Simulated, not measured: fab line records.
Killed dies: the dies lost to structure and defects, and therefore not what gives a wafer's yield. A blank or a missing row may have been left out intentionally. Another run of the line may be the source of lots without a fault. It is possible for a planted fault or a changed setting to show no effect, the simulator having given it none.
Which tool was responsible? + flow gf180mcu + 42 wafers from 14 lots sampled at 4 of the route's 602 steps

== WHAT EACH GAUGE READ, for each wafer ==
GF_SALICIDE_RS_MEAS_04: measures by four-point-probe. Usual: SALICIDE_TIN_RS typically reads 16.3 ohm/sq, with standard deviation 0.33.
| lot  | measured     | on            | SALICIDE_TIN_RS (ohm/sq) | flag |
|------|--------------|---------------|--------------------------|------|
| L558 | day 15 02:46 | film-metro-04 | 16.4 16.5 16.0           |      |
| L559 | day 15 06:07 | film-metro-01 | 16.0 15.9 15.8           |      |
| L560 | day 16 00:04 | film-metro-03 | 15.8 16.3 15.9           |      |
| L561 | day 16 14:55 | film-metro-04 | 16.6 17.0 16.6           |      |
| L562 | day 16 20:41 | film-metro-01 | 16.6 16.5 16.8           |      |
| L565 | day 18 07:18 | film-metro-01 | 16.1 15.8 15.9           |      |
| L567 | day 18 12:23 | film-metro-04 | 16.3 16.0 16.4           |      |
| L568 | day 18 23:35 | film-metro-03 | 16.8 16.0 16.3           |      |
| L573 | day 20 19:47 | film-metro-01 | 16.6 16.1 16.7           |      |
| L576 | day 21 11:43 | film-metro-04 | 16.5 16.4 16.5           |      |
| L577 | day 22 01:50 | film-metro-01 | 16.4 16.6 16.2           |      |
| L578 | day 22 06:50 | film-metro-03 | 16.9 16.1 16.8           |      |
| L579 | day 22 18:25 | film-metro-01 | 16.4 16.5 16.6           |      |
| L580 | day 23 00:55 | film-metro-03 | 16.7 16.7 16.8           |      |

GF_CONTACT_CD_MEAS_14: target cd 220 nm. Usual: 220.2 nm for cd-nm, sd 1.4.
| lot  | measured     | on        | cd-nm (nm)        | flag |
|------|--------------|-----------|-------------------|------|
| L558 | day 16 00:53 | cd-sem-01 | 219.8 221.0 220.4 |      |
| L559 | day 16 04:16 | cd-sem-02 | 218.7 218.7 217.4 |      |
| L560 | day 16 22:17 | cd-sem-01 | 222.6 221.5 222.8 |      |
| L561 | day 17 13:59 | cd-sem-01 | 220.4 219.2 219.7 |      |
| L562 | day 17 18:52 | cd-sem-01 | 222.4 221.6 221.4 |      |
| L565 | day 19 08:37 | cd-sem-01 | 222.3 220.9 221.9 |      |
| L567 | day 19 14:07 | cd-sem-02 | - - -             | OFF  |
| L568 | day 20 01:05 | cd-sem-02 | - - -             | OFF  |
| L573 | day 21 21:11 | cd-sem-01 | 220.0 221.5 218.9 |      |
| L576 | day 22 12:33 | cd-sem-01 | 221.2 221.5 222.1 |      |
| L577 | day 23 02:04 | cd-sem-01 | 217.8 218.4 218.7 |      |
| L578 | day 23 06:10 | cd-sem-01 | 219.7 220.1 219.8 |      |
| L579 | day 23 17:46 | cd-sem-01 | 219.6 218.5 217.7 |      |
| L580 | day 24 00:06 | cd-sem-02 | 221.0 220.8 219.4 |      |

== TOOL THAT RAN EACH LOT (tool first, then ch and the chambers of the sampled wafers, then the start) ==
| lot  | GF_SALICIDE_SPUTTER_03       | GF_CONTACT_DEVELOP_13             |
|------|------------------------------|-----------------------------------|
| L558 | pvd-sputter-01, day 15 02:41 | litho-track-04 ch 0, day 16 00:45 |
| L559 | pvd-sputter-01, day 15 06:04 | litho-track-03 ch 0, day 16 04:07 |
| L560 | pvd-sputter-01, day 16 00:02 | litho-track-03 ch 0, day 16 22:08 |
| L561 | pvd-sputter-02, day 16 14:52 | litho-track-01 ch 0, day 17 13:51 |
| L562 | pvd-sputter-02, day 16 20:40 | litho-track-01 ch 0, day 17 18:43 |
| L565 | pvd-sputter-01, day 18 07:15 | litho-track-03 ch 0, day 19 08:28 |
| L567 | pvd-sputter-02, day 18 12:20 | litho-track-04, day 19 13:59      |
| L568 | pvd-sputter-03, day 18 23:34 | litho-track-03, day 20 00:56      |
| L573 | pvd-sputter-03, day 20 19:46 | litho-track-03 ch 0, day 21 21:02 |
| L576 | pvd-sputter-01, day 21 11:41 | litho-track-04 ch 0, day 22 12:24 |
| L577 | pvd-sputter-01, day 22 01:47 | litho-track-04 ch 0, day 23 01:56 |
| L578 | pvd-sputter-02, day 22 06:46 | litho-track-01 ch 0, day 23 06:01 |
| L579 | pvd-sputter-02, day 22 18:22 | litho-track-03 ch 0, day 23 17:37 |
| L580 | pvd-sputter-02, day 23 00:53 | litho-track-04 ch 0, day 23 23:57 |
- GF_SALICIDE_SPUTTER_03: material TiN, target thk 20 nm, time 16.7 s.
- GF_CONTACT_DEVELOP_13: develop time 60 s.

== WHAT THE TOOLS THEMSELVES READ (means of the sampled wafers that have a number; where no wafer has one, the mark that the record gives instead) ==
GF_SALICIDE_SPUTTER_03. Usual: cathode-dc-power-W 6499.8 W, standard deviation 1.2; throttle-valve-pct 29.9 %, standard deviation 0.75.
| lot  | tool           | cathode-dc-power-W (W) | throttle-valve-pct (%) | flag |
|------|----------------|------------------------|------------------------|------|
| L558 | pvd-sputter-01 | 6498.2                 | 29.9                   |      |
| L559 | pvd-sputter-01 | 6499.3                 | 29.3                   |      |
| L560 | pvd-sputter-01 | 6500.3                 | 29.8                   |      |
| L561 | pvd-sputter-02 | 6500.2                 | 29.5                   |      |
| L562 | pvd-sputter-02 | 6499.7                 | 29.6                   |      |
| L565 | pvd-sputter-01 | 6498.5                 | 29.7                   |      |
| L567 | pvd-sputter-02 | 6499.0                 | 30.1                   |      |
| L568 | pvd-sputter-03 | 6499.6                 | 30.7                   |      |
| L573 | pvd-sputter-03 | 6498.4                 | 31.2                   |      |
| L576 | pvd-sputter-01 | 6499.9                 | 29.8                   |      |
| L577 | pvd-sputter-01 | 6499.7                 | 29.6                   |      |
| L578 | pvd-sputter-02 | 6499.9                 | 29.6                   |      |
| L579 | pvd-sputter-02 | 6499.2                 | 29.6                   |      |
| L580 | pvd-sputter-02 | 6499.4                 | 29.8                   |      |

GF_CONTACT_DEVELOP_13. Usual: 23.02 C for chill-plate-temp-C, sd 0.12.
| lot  | tool           | chill-plate-temp-C (C) | flag |
|------|----------------|------------------------|------|
| L558 | litho-track-04 | 23.10                  |      |
| L559 | litho-track-03 | 23.02                  |      |
| L560 | litho-track-03 | 23.15                  |      |
| L561 | litho-track-01 | 23.06                  |      |
| L562 | litho-track-01 | 23.00                  |      |
| L565 | litho-track-03 | 23.03                  |      |
| L567 | litho-track-04 | -                      | OFF  |
| L568 | litho-track-03 | -                      | OFF  |
| L573 | litho-track-03 | 23.21                  |      |
| L576 | litho-track-04 | 22.93                  |      |
| L577 | litho-track-04 | 23.00                  |      |
| L578 | litho-track-01 | 23.13                  |      |
| L579 | litho-track-03 | 23.03                  |      |
| L580 | litho-track-04 | 22.85                  |      |

== THE ANSWER, worked out from the rows above alone ==
Rule: a lot is off if the mean of its wafers that have a number lies more than 3 standard deviations from the usual mean. A lot without any number at a reading at which 4 lots or more have one is off too. Any other lot the step has rows for is counted as sound. The gauges are gone through in route order, then the tools' own readings, and for those a lot's mean is taken as printed above. At the first step where some lot is off, the reading lying furthest off is the one used; lots without a number count as furthest.
Off: L567, L568, at GF_CONTACT_CD_MEAS_14 (cd-nm). Without a number there: L567, L568.
If a tool, at a process step before that reading, ran all the lots that are off and no sound lot after the first of them, it fits. Not tried: the gauges at GF_CONTACT_CD_MEAS_14; whatever is off there is also off at GF_CONTACT_DEVELOP_13, on other tools, and gauge error can't account for it. Not one of the candidates tried fits.

== WHAT THE SIMULATOR HAD PUT IN ==
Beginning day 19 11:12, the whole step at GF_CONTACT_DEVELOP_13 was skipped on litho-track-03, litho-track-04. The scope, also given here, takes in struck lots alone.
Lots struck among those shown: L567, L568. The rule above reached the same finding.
